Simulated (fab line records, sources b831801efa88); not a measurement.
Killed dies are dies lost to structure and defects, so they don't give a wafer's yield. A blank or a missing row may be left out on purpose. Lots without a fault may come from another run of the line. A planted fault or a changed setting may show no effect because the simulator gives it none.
One fault seen from 2 desks | flow sfq_line | each desk has only its own numbers; what lay behind them comes last

THE TOOL OWNER'S DESK: litho_track-04
The tool's own readings at SFQ_TRILAYER_I7_VIA_LITHO_COAT_192 (resist thk 62 nm): means of the sampled wafers that have a number, for each lot that ran on this tool. A lot is out of limits, marked OUT, if its mean lies more than 4 standard deviations from the usual mean; the brackets give that distance.
Columns: A = resist_line_temp_C at SFQ_TRILAYER_I7_VIA_LITHO_COAT_192, usual 23.00 C; B = spin_speed_rpm at SFQ_TRILAYER_I7_VIA_LITHO_COAT_192, usual 3000.0 rpm
lot  | first seen here | A     | B
L482 | day 66 14:40    | 23.06 | 3003.2
L487 | day 67 05:16    | 23.01 | 3099.3 (+50) OUT
L488 | day 67 06:44    | 22.97 | 3100.0 (+50) OUT
This desk's finding: out of limits on L487, L488; first on L487, day 67 05:16 (spin_speed_rpm at SFQ_TRILAYER_I7_VIA_LITHO_COAT_192). In limits: L482.

THE METROLOGY DESK
What the gauges read, lot by lot, whatever tool the lot ran on: means of the sampled wafers that have a number. A lot is out of limits, marked OUT, if its mean lies more than 4 standard deviations from the usual mean; the brackets give that distance.
Columns: A = M7_OVL at SFQ_M7_OVL_MEAS_945, usual -6 nm; B = I7_BOW at SFQ_I7_BOW_MEAS_946, usual 8 um; C = I7_OVL at SFQ_I7_OVL_MEAS_947, usual 2 nm
lot  | first seen here | A   | B  | C
L481 | day 66 00:49    | -10 | 0  | 1
L482 | day 66 09:13    | -1  | 3  | 8
L486 | day 66 22:21    | -1  | 10 | 2
L487 | day 66 23:34    | -6  | 3  | -4
L488 | day 67 00:45    | -5  | 17 | 5
L492 | day 67 05:41    | -10 | 18 | -5
This desk's finding: nothing out of limits on any of the 6 lots.

PUT TOGETHER
The tool owner's desk could have raised an alarm at day 67 05:16, on L487, L488.
The metrology desk saw nothing out of limits.
The metrology desk has L487, L488 on record, within its limits.
Of the lots named, all ran SFQ_TRILAYER_I7_VIA_LITHO_COAT_192 on litho_track-04.

WHAT THE SIMULATOR HAD PUT IN
Process parameter drift: litho_track-04, from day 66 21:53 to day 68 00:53, at SFQ_TRILAYER_I7_VIA_LITHO_COAT_192. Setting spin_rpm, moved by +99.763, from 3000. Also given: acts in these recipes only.
Lots struck among those shown: L487, L488.
Hours from the fault's start to each desk's first reading out of limits: the tool owner's desk, 7.
